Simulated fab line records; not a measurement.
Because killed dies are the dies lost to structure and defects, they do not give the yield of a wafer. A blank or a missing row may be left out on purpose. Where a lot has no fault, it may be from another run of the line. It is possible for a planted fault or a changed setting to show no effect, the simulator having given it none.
Problem report, 8D (eight disciplines) form, completed by code    flow gf180mcu    the parts of the form that need people (team, actions taken, sign-off) are left out

== 1. THE ISSUE ==
Mean LVPWELL_TW at GF_LVPWELL_TW_MEAS_11: 506 over 6 wafers in 2 lots; fault-free wafers: 555, standard deviation 5.1. That puts it -9.6 standard deviations away from the usual mean.
Seen first at day 6 10:40 on film-metro-03, wafer L186.1. The record has a number at this step for 38 wafers belonging to 13 lots. By rule, "out" or "out of limits" means more than 4 standard deviations away from the usual mean. Any other wafer with a number is counted as sound.

== 2. WHAT THIS IS AND IS NOT ==
question                     is                      is not
which readings at this step  LVPWELL_TW              -
which lots                   L186, L187              L176, L177, L179, L180, L181, L184, L185, L192, L193, L197, L198
which wafers of those lots   all that have a number  -
read on which gauges         film-metro-03           film-metro-01, film-metro-02
when                         from day 6 10:40        up to then (21 sound wafers); but 11 sound wafers of L192, L193, L197, L198 came after

== 3. WHAT RULES OUT EACH SUSPECT ==
Counting: any tool at a process step up to the reading is kept as a suspect provided that every lot that is out went through it and no sound lot did after the first of them.
- the gauge at GF_LVPWELL_TW_MEAS_11 is ruled out. All the wafers that are out were read on film-metro-03, but those of them that GF_LVPWELL_IMPLANT_08 has rows for are out there too, on other tools.
- implanter-02 at GF_LVPWELL_IMPLANT_08: kept. Every lot that is out went through it, starting with L186 (day 6 10:16), and after that it ran no sound lot; the last sound lot it ran before then is L181 (day 5 07:45). Out on those wafers are its own readings of dose-ions-cm2, faraday-current-uA.
Left after counting: implanter-02 at GF_LVPWELL_IMPLANT_08.

== 4. THE CAUSE (what the simulator had put in) ==
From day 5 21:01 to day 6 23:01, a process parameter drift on implanter-02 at GF_LVPWELL_IMPLANT_08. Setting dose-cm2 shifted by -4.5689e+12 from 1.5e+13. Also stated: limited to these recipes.
After counting, this tool was the only one left.

== 5. THE EFFECT CHAIN, in route order ==
One row per reading whose mean, taken over the struck wafers that have a number, lies over 3 standard deviations from the usual. Readings are gone through only where the record gives a usual standard deviation; hours: the median, over the lots, of the time from a lot's start at the first step in this table giving one to that lot's start at this step; sigmas: the change measured in usual standard deviations.
hours  step                      reading             usual        on struck wafers  change       sigmas
0      GF_LVPWELL_IMPLANT_08     dose-ions-cm2       1.4998e+13   1.0428e+13        -4.5695e+12  -99 or more
0      GF_LVPWELL_IMPLANT_08     faraday-current-uA  84.7         57.7              -27.0        -15
0      GF_LVPWELL_TW_MEAS_11     LVPWELL_TW          555          506               -49          -9.6
102    GF_VT_IMPLANT_RS_MEAS_48  LVPWELL_RS          1197 ohm/sq  1433              +236         +74
It contains these process steps:
- GF_LVPWELL_IMPLANT_08
Later measuring or inspecting steps at which every struck wafer that the step has a row for has a number for every such reading, and none has moved that far: GF_VT_IMPLANT_OVL_MEAS_29.

== 6. HOW IT WOULD HAVE BEEN CAUGHT EARLIER ==
Counted from the fault's start at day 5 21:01, it took 14 hours until the first out-of-limits reading at a measuring or inspecting step in this record, taken at day 6 10:40.
Tool's own readings at GF_LVPWELL_IMPLANT_08, dose-ions-cm2, faraday-current-uA: out on all struck wafers the step has rows for; an alarm limit on them would have tripped on the first.
Of the lots that are out (2), L187 began GF_LVPWELL_IMPLANT_08 on implanter-02 after day 6 10:40. Had the tool been put on hold then, it would have been spared.
